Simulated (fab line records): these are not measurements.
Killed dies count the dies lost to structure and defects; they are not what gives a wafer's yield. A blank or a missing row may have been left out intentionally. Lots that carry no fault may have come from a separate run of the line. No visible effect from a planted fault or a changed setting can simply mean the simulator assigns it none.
The same fault as seen by 2 desks || flow sky130 || each desk has only its own numbers; what lay behind them comes last

DESK OF THE TOOL OWNER: plasma asher-03
The tool's own readings at SKY_VIA2_STRIP_16 (strips in O2/N2): means of the sampled wafers that have a number, for each lot that ran on this tool. The brackets show how far a lot's mean lies from the usual mean; more than 4 standard deviations puts the lot out of limits, marked OUT.
Columns: A = drypump motor current A at SKY_VIA2_STRIP_16, usual 5.8 A; B = oes product au at SKY_VIA2_STRIP_16, usual 0.399 a.u.; C = strip time to endpoint s at SKY_VIA2_STRIP_16, usual 4.039 s
{"lot": "L117", "first seen here": "day 35 21:24", "A": 6.1, "B": 0.402, "C": 4.047}
{"lot": "L118", "first seen here": "day 37 02:17", "A": 6.1, "B": 0.398, "C": 4.035}
{"lot": "L122", "first seen here": "day 38 18:09", "A": 6.1, "B": 0.399, "C": 4.062}
{"lot": "L124", "first seen here": "day 38 20:03", "A": 5.9, "B": 0.401, "C": 4.072}
{"lot": "L125", "first seen here": "day 39 01:45", "A": 6.1, "B": 0.399, "C": 4.019}
{"lot": "L129", "first seen here": "day 39 23:39", "A": 6.1, "B": 0.397, "C": 4.038}
{"lot": "L132", "first seen here": "day 40 20:36", "A": 6.1, "B": 0.396, "C": 4.012}
{"lot": "L135", "first seen here": "day 42 06:11", "A": 5.9, "B": 0.399, "C": 4.029}
{"lot": "L137", "first seen here": "day 42 20:29", "A": 6.1, "B": 0.402, "C": 4.069}
This desk's finding: nothing out of limits on any of the 9 lots.

THE METROLOGY DESK
Lot by lot, what the gauges showed, no matter which tool ran the lot: averages of those sampled wafers that carry a number. The brackets show how far a lot's mean lies from the usual mean; more than 4 standard deviations puts the lot out of limits, marked OUT.
Columns: A = VIA4_OVL at SKY_VIA4_OVL_MEAS_11, usual 0.8 nm
{"lot": "L117", "first seen here": "day 42 08:57", "A": -0.2}
{"lot": "L118", "first seen here": "day 43 09:45", "A": 0.9}
{"lot": "L121", "first seen here": "day 44 21:44", "A": 0.8}
{"lot": "L122", "first seen here": "day 44 22:02", "A": 1.6}
{"lot": "L124", "first seen here": "day 44 22:08", "A": 1.3}
{"lot": "L125", "first seen here": "day 45 05:29", "A": 1.6}
{"lot": "L129", "first seen here": "day 46 00:08", "A": 0.5}
{"lot": "L132", "first seen here": "day 46 18:30", "A": 3.7}
{"lot": "L135", "first seen here": "day 47 23:05", "A": 0.4}
{"lot": "L136", "first seen here": "day 48 03:06", "A": 1.3}
{"lot": "L138", "first seen here": "day 48 06:38", "A": -0.6}
{"lot": "L137", "first seen here": "day 48 08:47", "A": 0.9}
This desk's finding: nothing out of limits on any of the 12 lots.

TAKEN TOGETHER
Nothing out of limits was seen by the tool owner's desk.
From the metrology desk's view, nothing was out of limits.

WHAT THE SIMULATOR HAD PUT IN
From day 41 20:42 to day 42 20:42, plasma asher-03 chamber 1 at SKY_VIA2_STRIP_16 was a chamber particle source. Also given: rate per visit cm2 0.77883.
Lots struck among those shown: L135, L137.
